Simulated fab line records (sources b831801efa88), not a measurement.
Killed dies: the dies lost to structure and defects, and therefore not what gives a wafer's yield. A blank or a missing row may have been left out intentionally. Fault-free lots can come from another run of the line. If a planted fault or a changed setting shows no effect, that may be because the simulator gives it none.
One fault seen from 2 desks	flow gf180mcu	each desk has only its own numbers; what lay behind them comes last

== THE METROLOGY DESK ==
What the gauges read for every lot (on any tool): the sampled wafers with a number, averaged. Any lot whose mean is over 4 standard deviations away from the usual mean is out of limits and marked OUT; that distance is given in the brackets.
Columns: A = V2_CVD_00_THK at GF_V2_THK_MEAS_01, usual 598 nm; B = V2_W_RS at GF_V2_RS_MEAS_24, usual 0.325 ohm/sq; C = V2_W_THK at GF_V2_THK_MEAS_25, usual 357 nm
lot	first seen here	A	B	C
L801	day 20 01:58	604	0.323	360
L802	day 20 17:52	605	0.327	354
L803	day 20 19:40	594	0.321	362
L805	day 21 23:19	597	0.326	358
L807	day 22 05:17	589	0.326	358
L810	day 23 14:56	600	0.301 (-5.0) OUT	393 (+6.3) OUT
L812	day 24 05:31	592	0.303 (-4.7) OUT	388 (+5.4) OUT
L820	day 26 08:52	599	0.326	352
L821	day 26 19:50	595	0.330	350
L822	day 26 21:41	592	0.330	355
L823	day 27 03:01	596	0.320	367
This desk's finding: out of limits on L810, L812; first on L810, day 24 14:46 (V2_W_RS at GF_V2_RS_MEAS_24). L801, L802, L803, L805, L807, L820, L821, L822, L823: within limits.

== AT THE TOOL OWNER'S DESK: cvdW-01 ==
The tool's own readings at GF_V2_CVD_23 (deposits W, target thk 350 nm, time 104.94 s): means of the sampled wafers that have a number, for each lot that ran on this tool. Any lot whose mean is over 4 standard deviations away from the usual mean is out of limits and marked OUT; that distance is given in the brackets.
Columns: A = heaterPowerW at GF_V2_CVD_23, usual 857 W
lot	first seen here	A
L801	day 21 03:55	944
L803	day 21 21:02	932
L805	day 22 23:53	900
L810	day 24 14:39	930
L812	day 25 04:24	900
L821	day 27 17:09	919
L822	day 27 19:23	896
L823	day 28 00:43	981
This desk's finding: nothing out of limits on any of the 8 lots.

== TAKEN TOGETHER ==
An alarm was possible from the metrology desk at day 24 14:46, on L810, L812.
Nothing out of limits was seen by the tool owner's desk.
Tool owner's desk: L810, L812 on record, inside its limits.
Every lot named ran GF_V2_CVD_23 on cvdW-01.

== WHAT THE SIMULATOR PUT IN ==
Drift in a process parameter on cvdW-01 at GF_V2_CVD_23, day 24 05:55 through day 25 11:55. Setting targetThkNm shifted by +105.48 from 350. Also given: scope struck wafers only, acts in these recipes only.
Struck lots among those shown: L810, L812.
Time in hours between the start of the fault and the first out-of-limits reading at each desk: metrology desk, 9.
